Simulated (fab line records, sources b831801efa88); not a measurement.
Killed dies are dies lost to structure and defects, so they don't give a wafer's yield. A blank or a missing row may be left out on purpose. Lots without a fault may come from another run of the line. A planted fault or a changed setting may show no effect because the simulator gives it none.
fab line records | flow gf180mcu
record lots=6 wafers=17 last_day=34
route steps=602 shown LVPWELL@56 MVSD@66
lots that met no fault: from a run of the same line without faults
start_h: hours from the record's first day to the start of the lot's first wafer shown | wait_h: hours since the lot's step before | " the same as in the row above | L1.1+2: a row that stands for several wafers | - no value, or no start given | * or withheld: withheld | < > ~ a bound
route shown NAME@n: a module of which the file shows steps, and the number in the route of the first | usual: mean/standard deviation of fault-free wafers | same: alike in all rows | chamber/n: place in a boat | sites: the reading at each site | _std_site: their standard deviation | _edge_site: outer sites' mean less inner sites' | radius_mm: how far each site lies from the wafer's centre | mask NAME#n: copy n | behind: the tool/chamber that last shaped the wafer | hold: why the lot was held/for how many hours/how that ended | device: the transistor (n, p or np) that didn't switch | end of line: the same wafers' tests at the end of the route | a step without rows: its recipe alone | killed: dies lost to structure and defects at the first sort, not the wafer's yield | map: a wafer's dies, x killed, . not, _ none there
set.NAME: the setting as run; set.NAME@STEP: as run at that earlier step | model.NAME: the simulator's own value behind a step, which no gauge read
lots at some steps of the route; a table a step, a row a wafer
services: from which hour (start_h, from the record's first day; less than 0 if before it) a tool's chamber was out of use, for how many hours, and why
## steps
# step GF_LVPWELL_COAT_02
# recipe spin_rpm=2000 resist_thk_nm=3000
# step GF_LVPWELL_SOFTBAKE_03
# recipe temp_c=110 time_s=withheld
# step GF_LVPWELL_EXPOSE_04
# recipe mask_id=LVPWELL target_cd_nm=600 na=0.6 source_shape=conventional sigma_outer=0.6 dose_mj=260
# step GF_LVPWELL_PEB_05
# recipe temp_c=115 time_s=withheld
# step GF_LVPWELL_DEVELOP_06
# recipe wall_angle_deg=90 develop_time_s=60 dev_temp_c=23
# step GF_LVPWELL_OVL_MEAS_07
# usual LVPWELL_OVL=1.4/1.4
# columns lot.wafer tool chamber start_h wait_h LVPWELL_OVL[nm]
L652.3 overlay-02 - 73.65 - 0.4
L652.4 " - " " 1.6
L652.5 " - " " 1.7
L659.1 overlay-01 - 114.06 - 1.3
L659.4 " - " " 0.1
L663.1 overlay-01 - 135.16 - 2.5
L663.3 " - " " 3.8
L663.4 " - " " 0.9
L671.3 overlay-01 - 180.52 - -1.5
L671.4 " - " " 0.0
L671.6 " - " " -0.3
L674.2 overlay-02 - 200.02 - 4.0
L674.3 " - " " 3.7
L674.6 " - " " 3.9
L673.1 overlay-02 - 200.36 - 2.6
L673.2 " - " " 1.3
L673.6 " - " " 1.7
# step GF_LVPWELL_IMPLANT_08
# recipe species=B energy_kev=170 dose_cm2=1.5e+13 tilt_deg=0
# step GF_LVPWELL_IMPLANT_09
# recipe species=B energy_kev=60 dose_cm2=5e+12 tilt_deg=0
# step GF_LVPWELL_STRIP_10
# recipe chemistry=O2/N2 power_w=1400 pressure_mtorr=1500 platen_temp_c=250 o2_flow_sccm=3000 n2_flow_sccm=300 overash_fraction=0.5
# usual chamber_pressure_mTorr=1500.0/1.3 drypump_motor_current_A=5.6/0.38 heater_power_w=325/29 o2_flow_sccm=3000/8.8 oes_product_au=0.723/0.0048 strip_time_to_endpoint_s=36.99/0.11
# columns lot.wafer tool chamber start_h wait_h chamber_pressure_mTorr drypump_motor_current_A heater_power_w o2_flow_sccm oes_product_au rf_hours_counter_h strip_time_to_endpoint_s
L652.3 plasma_asher-01 1 74.01 0.1 1499.2 5.0 314 3003 0.730 - 37.06
L652.4 " 0 " " 1500.2 5.6 366 2999 0.720 - 37.03
L652.5 " 0 " " 1498.5 5.6 377 2993 0.730 - 36.99
L659.1 plasma_asher-01 0 114.40 0.1 1501.7 5.6 375 3001 0.721 30 36.78
L659.4 " 1 " " 1499.8 5.0 310 3006 0.717 - 36.75
L663.1 plasma_asher-01 1 135.50 0.1 1499.9 5.0 300 3014 0.723 33 36.99
L663.3 " 1 " " 1500.3 5.0 308 3002 0.729 - 37.05
L663.4 " 0 " " 1499.2 5.6 371 2996 0.718 - 36.98
L671.3 plasma_asher-03 0 180.88 0.1 1499.6 5.8 340 2975 0.721 - 36.92
L671.4 " 1 " " 1499.5 5.0 287 3001 0.718 - 36.86
L671.6 " 0 " " 1500.4 5.8 343 2981 0.727 - 36.96
L674.2 plasma_asher-03 0 200.35 0.1 1501.4 5.8 354 2998 0.720 53 36.92
L674.3 " 0 " " 1502.6 5.8 352 3005 0.723 - 37.11
L674.6 " 0 " " 1501.1 5.8 341 3001 0.724 - 37.02
L673.1 plasma_asher-03 1 200.70 0.1 1500.7 5.0 285 2990 0.721 54 37.01
L673.2 " 0 " " 1501.9 5.8 347 3001 0.719 54 36.98
L673.6 " 1 " " 1499.0 5.0 291 2992 0.719 - 36.97
# step GF_LVPWELL_TW_MEAS_11
# usual LVPWELL_TW=556/3.4
# columns lot.wafer tool chamber start_h wait_h LVPWELL_TW
L652.3 film_metro-04 - 74.09 0.1 559
L652.4 " - " " 559
L652.5 " - " " 560
L659.1 film_metro-02 - 114.50 0.1 558
L659.4 " - " " 555
L663.1 film_metro-03 - 135.60 0.1 560
L663.3 " - " " 559
L663.4 " - " " 560
L671.3 film_metro-04 - 180.97 0.1 560
L671.4 " - " " 560
L671.6 " - " " 560
L674.2 film_metro-03 - 200.48 0.1 556
L674.3 " - " " 552
L674.6 " - " " 551
L673.1 film_metro-04 - 200.80 0.1 563
L673.2 " - " " 559
L673.6 " - " " 561
# step GF_MVSD_DEHYDRATE_00
# recipe temp_c=200 time_s=60
# step GF_MVSD_HMDS_01
# recipe prime_time_s=60 prime_temp_c=120
# step GF_MVSD_COAT_02
# recipe spin_rpm=2000 resist_thk_nm=3000
# usual exhaust_pa=44.6/0.87
# columns lot.wafer tool chamber start_h wait_h exhaust_pa model.coat_of_MVSD_COAT_02.thk_nm
L652.3 litho_track-03 0 80.78 0.1 45.2 3002
L652.4 " 0 " " 45.6 3003
L652.5 " 0 " " 45.4 3000
L659.1 litho_track-01 0 120.85 0.1 43.5 3036
L659.4 " 0 " " 44.0 2999
L663.1 litho_track-01 0 142.95 0.1 44.1 3030
L663.3 " 0 " " 43.6 2985
L663.4 " 0 " " 44.8 2989
L671.3 litho_track-03 0 188.68 0.1 46.4 2990
L671.4 " 0 " " 45.6 2988
L671.6 " 0 " " 44.3 2992
L674.2 litho_track-01 0 209.23 0.1 44.6 2993
L674.3 " 0 " " 45.0 3006
L674.6 " 0 " " 44.3 3001
L673.1 litho_track-03 0 209.63 0.1 43.7 3011
L673.2 " 0 " " 44.8 3008
L673.6 " 0 " " 43.2 3002
# step GF_MVSD_SOFTBAKE_03
# recipe temp_c=110 time_s=withheld
# step GF_MVSD_EXPOSE_04
# recipe mask_id=MVSD target_cd_nm=1000 na=0.6 source_shape=conventional sigma_outer=0.6 dose_mj=260
# step GF_MVSD_PEB_05
# recipe temp_c=115 time_s=withheld
# step GF_MVSD_DEVELOP_06
# recipe wall_angle_deg=90 develop_time_s=60 dev_temp_c=23
# usual developer_temp_C=23.00/0.1 exhaust_pa=44.9/0.89
# columns lot.wafer tool chamber start_h wait_h developer_temp_C exhaust_pa model.coat_of_MVSD_COAT_02.thk_nm
L652.3 litho_track-03 0 - - 22.76 44.5 3001
L652.4 " 0 " " 23.00 44.3 3002
L652.5 " 0 " " 22.77 45.6 2999
L659.1 litho_track-02 0 - - 23.09 45.3 3035
L659.4 " 0 " " 22.90 45.2 2998
L663.1 litho_track-03 0 - - 22.94 45.5 3029
L663.3 " 0 " " 22.81 45.0 2984
L663.4 " 0 " " 22.95 45.7 2988
L671.3 litho_track-01 0 - - 22.93 46.0 2989
L671.4 " 0 " " 22.93 46.7 2987
L671.6 " 0 " " 23.00 45.7 2991
L674.2 litho_track-03 0 - - 22.99 43.8 2992
L674.3 " 0 " " 23.09 44.0 3005
L674.6 " 0 " " 22.96 43.7 3000
L673.1 litho_track-02 0 - - 22.98 42.7 3010
L673.2 " 0 " " 23.02 44.3 3007
L673.6 " 0 " " 22.98 43.9 3001
# step GF_MVSD_OVL_MEAS_07
# usual MVSD_OVL=1.4/1.4
# columns lot.wafer tool chamber start_h wait_h MVSD_OVL[nm]
L652.3 overlay-02 - 87.84 - 3.0
L652.4 " - " " 3.7
L652.5 " - " " 2.0
L659.1 overlay-01 - 128.76 - 1.8
L659.4 " - " " 1.2
L663.1 overlay-01 - 150.13 - 1.3
L663.3 " - " " 0.9
L663.4 " - " " -0.3
L671.3 overlay-02 - 197.76 - 2.4
L671.4 " - " " 3.5
L671.6 " - " " 0.7
L674.2 overlay-01 - 217.78 - 0.1
L674.3 " - " " 0.9
L674.6 " - " " 1.3
L673.1 overlay-01 - 218.31 - 0.9
L673.2 " - " " 0.5
L673.6 " - " " 1.8
# step GF_MVSD_IMPLANT_08
# recipe species=P energy_kev=400 dose_cm2=1.6e+13 tilt_deg=0
# step GF_MVSD_IMPLANT_09
# recipe species=P energy_kev=100 dose_cm2=5e+12 tilt_deg=0
# step GF_MVSD_STRIP_10
# recipe chemistry=O2/N2 power_w=1400 pressure_mtorr=1500 platen_temp_c=250 o2_flow_sccm=3000 n2_flow_sccm=300 overash_fraction=0.5
# usual chamber_pressure_mTorr=1500.4/3 drypump_motor_current_A=5.8/0.45 heater_power_w=317/19 o2_flow_sccm=3000/9.1 oes_product_au=0.723/0.004 strip_time_to_endpoint_s=36.95/0.092
# columns lot.wafer tool chamber start_h wait_h chamber_pressure_mTorr drypump_motor_current_A heater_power_w o2_flow_sccm oes_product_au rf_hours_counter_h strip_time_to_endpoint_s
L652.3 plasma_asher-04 1 88.20 0.1 1500.4 6.0 336 3001 0.722 - 36.97
L652.4 " 0 " " 1499.8 5.8 315 3005 0.727 - 36.98
L652.5 " 1 " " 1501.4 6.0 329 3002 0.729 - 36.95
L659.1 plasma_asher-03 1 129.10 0.1 1501.8 5.0 291 2977 0.728 46 37.38
L659.4 " 0 " " 1502.4 5.8 342 2993 0.718 - 36.94
L663.1 plasma_asher-02 0 150.47 0.1 1501.6 5.3 327 2994 0.718 3 37.30
L663.3 " 1 " " 1499.6 6.6 298 2994 0.724 - 36.76
L663.4 " 0 " " 1501.3 5.3 318 2994 0.719 - 36.82
L671.3 plasma_asher-02 1 198.12 0.1 1501.2 6.6 293 3000 0.729 - 36.84
L671.4 " 0 " " 1503.7 5.3 320 3022 0.727 - 36.80
L671.6 " 1 " " 1500.6 6.5 296 2994 0.724 - 36.85
L674.2 plasma_asher-03 0 218.11 0.1 1501.3 5.8 350 3015 0.721 55 36.86
L674.3 " 1 " " 1500.9 5.0 282 2994 0.723 - 37.04
L674.6 " 0 " " 1500.7 5.8 342 3010 0.722 - 36.96
L673.1 plasma_asher-02 0 218.65 0.1 1502.2 5.3 326 2996 0.726 11 37.08
L673.2 " 1 " " 1501.4 6.6 289 2997 0.718 11 37.05
L673.6 " 1 " " 1501.5 6.6 302 3001 0.722 - 36.96
# step GF_MVSD_TW_MEAS_11
# usual MVSD_TW=1568/12
# columns lot.wafer tool chamber start_h wait_h MVSD_TW
L652.3 film_metro-03 - 88.29 0.1 1570
L652.4 " - " " 1568
L652.5 " - " " 1562
L659.1 film_metro-03 - 129.20 0.1 1575
L659.4 " - " " 1570
L663.1 film_metro-03 - 150.57 0.1 1549
L663.3 " - " " 1553
L663.4 " - " " 1555
L671.3 film_metro-03 - 198.21 0.1 1562
L671.4 " - " " 1574
L671.6 " - " " 1565
L674.2 film_metro-04 - 218.22 0.1 1572
L674.3 " - " " 1584
L674.6 " - " " 1574
L673.1 film_metro-03 - 218.75 0.1 1582
L673.2 " - " " 1581
L673.6 " - " " 1578
## services
# columns tool chamber start_h hours kind
plasma_asher-02 - 53.22 1.8 repair
litho_track-03 - 58.75 - consumable_replace:filter
plasma_asher-02 - 75.46 0.5 repair
plasma_asher-02 - 77.94 2.8 pm
plasma_asher-02 - 108.75 9.0 pm
plasma_asher-02 0 108.75 9.0 vent_cycle
plasma_asher-02 1 108.75 9.0 vent_cycle
plasma_asher-02 0 117.75 - clean
plasma_asher-02 1 117.75 - clean
plasma_asher-03 - 132.50 4.1 repair
litho_track-01 - 137.45 - consumable_replace:filter
plasma_asher-04 - 186.68 14.6 pm
plasma_asher-04 - 208.98 0.4 repair
## key
first_sign step=GF_MVSD_STRIP_10 reading=strip_time_to_endpoint_s direction=up sigmas=4.2 usual=* struck=*
effect none on later readings
model_effect step=GF_MVSD_COAT_02 value=coat_of_MVSD_COAT_02.thk_nm without=2993 struck=3033
model_effect step=GF_MVSD_DEVELOP_06 value=coat_of_MVSD_COAT_02.thk_nm without=2992 struck=3032
met_at GF_MVSD_COAT_02
struck_wafers L659.1,L663.1
tester_left_out L659,L663
fault kind=process_parameter_drift tool=litho_track-01 chamber=- onset_h=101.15 steps=GF_MVSD_COAT_02 channel=resist_thk_nm offset=* shape=step end_h=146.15 scope=struck_wafers_only acts_in=* stated=*
# tester_left_out: of these lots the tester's yield and bins aren't shown, on N5 and GAA mostly nor the transistor test; their killed dies are dies lost to structure and defects alone, not to doping, threshold or leakage, so they don't give the yield
